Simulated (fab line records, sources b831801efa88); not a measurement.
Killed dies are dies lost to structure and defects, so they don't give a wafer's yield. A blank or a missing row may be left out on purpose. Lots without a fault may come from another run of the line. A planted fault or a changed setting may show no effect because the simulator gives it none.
fab line records | flow gf180mcu
record lots=11 wafers=33 last_day=34
route steps=602 shown NSD@244 CONTACT@290 M2@379 V2@384
lots that met no fault: from a run of the same line without faults
start_h: hours from the record's first day to the start of the lot's first wafer shown | wait_h: hours since the lot's step before | " the same as in the row above | L1.1+2: a row that stands for several wafers | - no value, or no start given | * or withheld: withheld | < > ~ a bound
route shown NAME@n: a module of which the file shows steps, and the number in the route of the first | usual: mean/standard deviation of fault-free wafers | same: alike in all rows | chamber/n: place in a boat | sites: the reading at each site | _std_site: their standard deviation | _edge_site: outer sites' mean less inner sites' | radius_mm: how far each site lies from the wafer's centre | mask NAME#n: copy n | behind: the tool/chamber that last shaped the wafer | hold: why the lot was held/for how many hours/how that ended | device: the transistor (n, p or np) that didn't switch | end of line: the same wafers' tests at the end of the route | a step without rows: its recipe alone | killed: dies lost to structure and defects at the first sort, not the wafer's yield | map: a wafer's dies, x killed, . not, _ none there
set.NAME: the setting as run; set.NAME@STEP: as run at that earlier step | model.NAME: the simulator's own value behind a step, which no gauge read
steps of the route over a sample of lots; a table a step, a row a wafer
services: from which hour (start_h, from the record's first day; less than 0 if before it) a tool's chamber was out of use, for how many hours, and why
## steps
# step GF_NSD_IMPLANT_09
# recipe species=As energy_kev=60 dose_cm2=4e+15 tilt_deg=7
# usual dose_ions_cm2=4e+15/3.8e+12
# columns lot.wafer tool chamber start_h wait_h dose_ions_cm2
L191.2 implanter-04 0 326.08 0.0 4.005e+15
L191.5 " 0 " " 4.001e+15
L191.6 " 0 " " 3.999e+15
L194.1 implanter-03 0 350.88 0.0 4.003e+15
L194.2 " 0 " " 4.001e+15
L194.6 " 0 " " 3.996e+15
L192.4 implanter-02 0 352.50 0.1 4.001e+15
L192.5 " 0 " " 3.996e+15
L192.6 " 0 " " 4.001e+15
L193.3 implanter-03 0 352.71 0.1 3.997e+15
L193.5 " 0 " " 4.002e+15
L193.6 " 0 " " 4.003e+15
L196.2 implanter-03 0 375.29 0.0 4.007e+15
L196.3 " 0 " " 4.003e+15
L196.5 " 0 " " 4.003e+15
L203.2 implanter-03 0 439.59 0.0 4.002e+15
L203.3 " 0 " " 3.997e+15
L203.6 " 0 " " 3.999e+15
L204.1 implanter-03 0 446.25 0.0 3.823e+15
L204.2 " 0 " " 3.823e+15
L204.4 " 0 " " 3.822e+15
L206.2 implanter-03 0 461.68 0.0 3.828e+15
L206.3 " 0 " " 3.822e+15
L206.4 " 0 " " 3.821e+15
L207.3 implanter-04 0 462.67 0.1 3.997e+15
L207.5 " 0 " " 3.995e+15
L207.6 " 0 " " 3.997e+15
L209.1 implanter-04 0 482.23 0.0 3.992e+15
L209.2 " 0 " " 4.001e+15
L209.3 " 0 " " 3.998e+15
L210.1 implanter-04 0 490.07 0.0 4e+15
L210.5 " 0 " " 4e+15
L210.6 " 0 " " 4.002e+15
# step GF_NSD_STRIP_11
# recipe chemistry=O2/N2 power_w=1400 pressure_mtorr=1500 platen_temp_c=250 o2_flow_sccm=3000 n2_flow_sccm=300 overash_fraction=0.5
# usual drypump_motor_current_A=5.55/0.24 heater_power_w=332/21 o2_flow_sccm=3001/9.2 oes_product_au=0.487/0.0043 strip_time_to_endpoint_s=22.96/0.038
# columns lot.wafer tool chamber start_h wait_h drypump_motor_current_A heater_power_w o2_flow_sccm oes_product_au rf_hours_counter_h strip_time_to_endpoint_s
L191.2 plasma_asher-01 1 326.35 0.1 5.95 330 3001 0.484 67 22.93
L191.5 " 0 " " 5.25 319 3011 0.493 - 22.97
L191.6 " 1 " " 5.93 322 3010 0.489 - 22.94
L194.1 plasma_asher-03 1 351.18 0.1 5.90 373 3002 0.492 25 22.97
L194.2 " 0 " " 5.51 324 3008 0.488 25 23.00
L194.6 " 1 " " 5.91 378 3001 0.494 - 23.00
L192.4 plasma_asher-01 0 352.75 0.1 5.25 308 3005 0.484 - 22.95
L192.5 " 0 " " 5.23 317 2990 0.494 - 22.96
L192.6 " 1 " " 5.93 331 3010 0.491 - 22.96
L193.3 plasma_asher-04 1 352.99 0.1 5.41 339 3001 0.480 - 22.90
L193.5 " 1 " " 5.44 334 2997 0.481 - 22.90
L193.6 " 0 " " 5.37 316 3003 0.488 - 22.89
L196.2 plasma_asher-04 0 375.57 0.1 5.39 315 2983 0.491 58 22.95
L196.3 " 1 " " 5.43 332 3003 0.489 - 22.96
L196.5 " 0 " " 5.37 310 2995 0.483 - 22.97
L203.2 plasma_asher-03 1 439.87 0.1 5.88 369 3015 0.486 36 22.99
L203.3 " 0 " " 5.53 323 2994 0.487 - 22.94
L203.6 " 1 " " 5.89 369 3008 0.485 - 23.00
L204.1 plasma_asher-04 0 446.55 0.1 5.38 320 3002 0.479 66 22.78
L204.2 " 1 " " 5.42 335 2981 0.479 66 22.82
L204.4 " 1 " " 5.43 334 3004 0.491 - 22.83
L206.2 plasma_asher-01 1 461.95 0.1 5.93 337 3002 0.487 3 22.79
L206.3 " 1 " " 5.91 347 2994 0.491 - 22.81
L206.4 " 0 " " 5.24 306 3010 0.490 - 22.81
L207.3 plasma_asher-01 1 462.95 0.1 5.94 333 3009 0.488 - 22.97
L207.5 " 1 " " 5.90 341 2995 0.492 - 23.00
L207.6 " 0 " " 5.24 307 3008 0.482 - 22.98
L209.1 plasma_asher-04 0 482.53 0.1 5.39 311 3002 0.489 70 22.93
L209.2 " 1 " " 5.46 333 3012 0.492 70 22.96
L209.3 " 1 " " 5.43 333 3000 0.490 - 22.92
L210.1 plasma_asher-04 1 490.37 0.1 5.43 336 2981 0.494 71 22.92
L210.5 " 0 " " 5.39 307 2996 0.487 - 22.94
L210.6 " 1 " " 5.45 334 2983 0.487 - 22.90
# step GF_PSD_RS_MEAS_14
# recipe thk_meas_gauge=four-point-probe
# usual NSD_RS=46.16/0.071
# columns lot.wafer tool chamber start_h wait_h NSD_RS[ohm/sq]
L191.2 film_metro-04 - 348.58 0.1 46.21
L191.5 " - " " 46.10
L191.6 " - " " 46.18
L194.1 film_metro-04 - 374.29 0.1 46.11
L194.2 " - " " 46.04
L194.6 " - " " 46.17
L192.4 film_metro-01 - 375.30 0.1 46.20
L192.5 " - " " 46.19
L192.6 " - " " 46.26
L193.3 film_metro-01 - 376.08 0.1 46.26
L193.5 " - " " 46.24
L193.6 " - " " 46.08
L196.2 film_metro-04 - 398.57 0.1 46.13
L196.3 " - " " 46.16
L196.5 " - " " 46.22
L203.2 film_metro-02 - 464.57 0.1 46.05
L203.3 " - " " 46.18
L203.6 " - " " 46.12
L204.1 film_metro-01 - 470.96 0.1 46.51
L204.2 " - " " 46.41
L204.4 " - " " 46.38
L206.2 film_metro-04 - 486.68 0.1 46.45
L206.3 " - " " 46.52
L206.4 " - " " 46.41
L207.3 film_metro-04 - 487.60 0.1 46.14
L207.5 " - " " 46.05
L207.6 " - " " 46.04
L209.1 film_metro-01 - 506.92 0.1 46.23
L209.2 " - " " 46.21
L209.3 " - " " 46.38
L210.1 film_metro-04 - 514.79 0.1 46.08
L210.5 " - " " 46.19
L210.6 " - " " 46.11
# step GF_CONTACT_THK_MEAS_03
# recipe reads=SiO2_of_CONTACT_CVD_02
# usual CONTACT_CVD_02_THK=863/12
# columns lot.wafer tool chamber start_h wait_h CONTACT_CVD_02_THK[nm]
L191.2 film_metro-03 - 371.45 0.0 850
L191.5 " - " " 868
L191.6 " - " " 848
L194.1 film_metro-01 - 398.17 0.0 857
L194.2 " - " " 872
L194.6 " - " " 874
L192.4 film_metro-01 - 399.32 0.1 855
L192.5 " - " " 858
L192.6 " - " " 857
L193.3 film_metro-02 - 400.01 0.1 854
L193.5 " - " " 870
L193.6 " - " " 858
L196.2 film_metro-03 - 423.49 0.0 853
L196.3 " - " " 862
L196.5 " - " " 878
L203.2 film_metro-02 - 489.68 0.0 845
L203.3 " - " " 862
L203.6 " - " " 874
L204.1 film_metro-03 - 496.15 0.0 846
L204.2 " - " " 855
L204.4 " - " " 856
L206.2 film_metro-03 - 511.70 0.0 858
L206.3 " - " " 848
L206.4 " - " " 872
L207.3 film_metro-01 - 512.84 0.1 852
L207.5 " - " " 888
L207.6 " - " " 868
L209.1 film_metro-03 - 531.64 0.0 856
L209.2 " - " " 851
L209.3 " - " " 846
L210.1 film_metro-02 - 538.71 0.0 866
L210.5 " - " " 882
L210.6 " - " " 877
# step GF_M2_STRIP_17
# recipe chemistry=O2/N2 power_w=1400 pressure_mtorr=1500 platen_temp_c=250 o2_flow_sccm=3000 n2_flow_sccm=300 overash_fraction=0.5
# usual drypump_motor_current_A=5.6/0.3 heater_power_w=342/20 o2_flow_sccm=3000/9.1 oes_product_au=0.559/0.0048 strip_time_to_endpoint_s=7.89/0.036
# columns lot.wafer tool chamber start_h wait_h drypump_motor_current_A heater_power_w o2_flow_sccm oes_product_au rf_hours_counter_h strip_time_to_endpoint_s
L191.2 plasma_asher-02 1 470.33 0.1 5.1 343 2985 0.562 81 7.92
L191.5 " 0 " " 6.0 346 3004 0.552 - 7.86
L191.6 " 1 " " 5.1 339 2992 0.559 - 7.92
L194.1 plasma_asher-03 1 498.33 0.1 5.9 367 3019 0.566 42 7.97
L194.2 " 0 " " 5.5 326 3007 0.561 42 7.95
L194.6 " 1 " " 5.9 382 3001 0.569 - 7.94
L192.4 plasma_asher-03 0 500.08 0.1 5.5 329 2990 0.560 - 7.90
L192.5 " 0 " " 5.5 321 2987 0.564 - 7.87
L192.6 " 1 " " 5.9 369 3015 0.555 - 7.87
L193.3 plasma_asher-03 0 500.56 0.1 5.5 327 2997 0.560 - 7.88
L193.5 " 0 " " 5.5 325 2993 0.564 - 7.95
L193.6 " 1 " " 5.9 379 3005 0.551 - 7.82
L196.2 plasma_asher-03 1 524.04 0.1 5.9 377 3001 0.556 44 7.86
L196.3 " 1 " " 5.9 365 2996 0.563 - 7.86
L196.5 " 1 " " 5.9 371 2994 0.557 - 7.84
L204.1 plasma_asher-03 0 591.63 0.1 5.5 333 3014 0.554 51 7.89
L204.2 " 1 " " 5.9 365 2993 0.555 51 7.86
L204.4 " 1 " " 5.9 378 3002 0.553 - 7.88
L203.2 plasma_asher-04 0 592.63 0.1 5.4 327 3001 0.548 81 7.86
L203.3 " 0 " " 5.4 316 2991 0.559 - 7.87
L203.6 " 1 " " 5.4 341 2984 0.556 - 7.88
L206.2 plasma_asher-03 0 610.59 0.1 5.5 326 2999 0.555 53 7.86
L206.3 " 1 " " 5.9 377 2993 0.556 - 7.90
L206.4 " 0 " " 5.5 325 2998 0.561 - 7.89
L207.3 plasma_asher-04 1 610.94 0.1 5.4 341 3002 0.561 - 7.94
L207.5 " 0 " " 5.4 324 2996 0.554 - 7.91
L207.6 " 1 " " 5.4 333 3010 0.564 - 7.86
L209.1 plasma_asher-02 0 622.44 0.1 5.9 349 2996 0.550 97 7.90
L209.2 " 1 " " 5.1 337 2980 0.561 97 7.94
L209.3 " 0 " " 5.9 347 3008 0.556 - 7.93
L210.1 plasma_asher-03 1 633.44 0.1 5.9 387 2997 0.561 56 7.93
L210.5 " 0 " " 5.5 326 3009 0.554 - 7.90
L210.6 " 1 " " 5.9 370 2989 0.563 - 7.87
# step GF_V2_CVD_02
# recipe material=SiO2 target_thk_nm=850 precursor=TEOS temp_c=400 time_s=94.851 rf_w=600
# usual heater_power_outer_w=442/130 heater_power_w=758/190
# columns lot.wafer tool chamber start_h wait_h heater_power_outer_w heater_power_w
L191.2 pecvd-04 1 471.03 0.0 403 752
L191.5 " 0 " " 328 525
L191.6 " 1 " " 425 781
L194.1 pecvd-02 1 499.00 0.1 332 616
L194.2 " 2 " " 573 943
L194.6 " 2 " " 598 945
L192.4 pecvd-04 2 500.75 0.1 564 875
L192.5 " 0 " " 274 459
L192.6 " 1 " " 320 623
L193.3 pecvd-03 2 501.20 0.0 301 608
L193.5 " 2 " " 334 662
L193.6 " 0 " " 280 588
L196.2 pecvd-04 1 524.77 0.0 359 686
L196.3 " 2 " " 499 798
L196.5 " 2 " " 530 883
L204.1 pecvd-02 1 592.29 0.1 355 643
L204.2 " 2 " " 537 877
L204.4 " 0 " " 566 959
L203.2 pecvd-02 2 593.29 0.0 573 939
L203.3 " 0 " " 707 1178
L203.6 " 1 " " 342 611
L206.2 pecvd-04 0 611.28 0.0 366 589
L206.3 " 2 " " 497 798
L206.4 " 0 " " 269 469
L207.3 pecvd-03 1 611.57 0.0 364 610
L207.5 " 0 " " 391 703
L207.6 " 2 " " 359 670
L209.1 pecvd-04 0 623.13 0.1 375 599
L209.2 " 2 " " 515 871
L209.3 " 1 " " 324 635
L210.1 pecvd-04 2 634.23 0.1 539 851
L210.5 " 1 " " 403 751
L210.6 " 0 " " 276 475
## services
# columns tool chamber start_h hours kind
implanter-04 - 310.09 3.5 pm
pecvd-04 - 324.93 1.2 repair
plasma_asher-03 - 341.48 0.4 repair
implanter-04 - 344.08 1.8 repair
plasma_asher-01 - 348.78 2.8 pm
implanter-03 - 364.40 0.9 repair
pecvd-04 - 368.88 14.0 pm
implanter-03 - 376.20 2.4 repair
implanter-04 - 390.22 3.4 pm
pecvd-04 - 396.08 3.7 repair
implanter-04 - 396.41 3.1 repair
pecvd-04 - 409.38 6.0 pm
plasma_asher-01 - 421.25 9.0 pm
implanter-04 - 444.67 1.9 repair
plasma_asher-03 - 453.67 1.8 repair
plasma_asher-03 - 459.65 2.8 pm
implanter-04 - 476.24 3.3 repair
implanter-03 - 479.52 3.3 pm
pecvd-04 2 480.03 15.1 repair
pecvd-04 2 508.56 3.5 repair
plasma_asher-03 - 515.03 4.0 pm
plasma_asher-03 - 525.35 0.4 repair
plasma_asher-04 - 539.38 8.5 pm
implanter-03 - 543.51 1.8 pm
## key
first_sign step=GF_NSD_IMPLANT_09 reading=dose_ions_cm2 direction=down sigmas=46 usual=4e+15 struck=3.823e+15
effect step=GF_NSD_STRIP_11 reading=strip_time_to_endpoint_s direction=down sigmas=4 usual=* struck=*
effect step=GF_PSD_RS_MEAS_14 reading=NSD_RS direction=up sigmas=4 usual=46.16 struck=46.45
met_at GF_NSD_IMPLANT_09
struck_lots L204,L206
tester_left_out L204,L206
not_acting_at GF_CONTACT_THK_MEAS_03,GF_M2_STRIP_17,GF_V2_CVD_02
onset_between 439.59 446.25
fault kind=process_parameter_drift tool=implanter-03 chamber=- onset_h=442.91 steps=GF_NSD_IMPLANT_09 channel=dose_cm2 offset=-1.7616e+14 shape=step end_h=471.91 acts_in=these_recipes_only stated=4e+15
# tester_left_out: of these lots the tester's yield and bins aren't shown, on N5 and GAA mostly nor the transistor test; their killed dies are dies lost to structure and defects alone, not to doping, threshold or leakage, so they don't give the yield
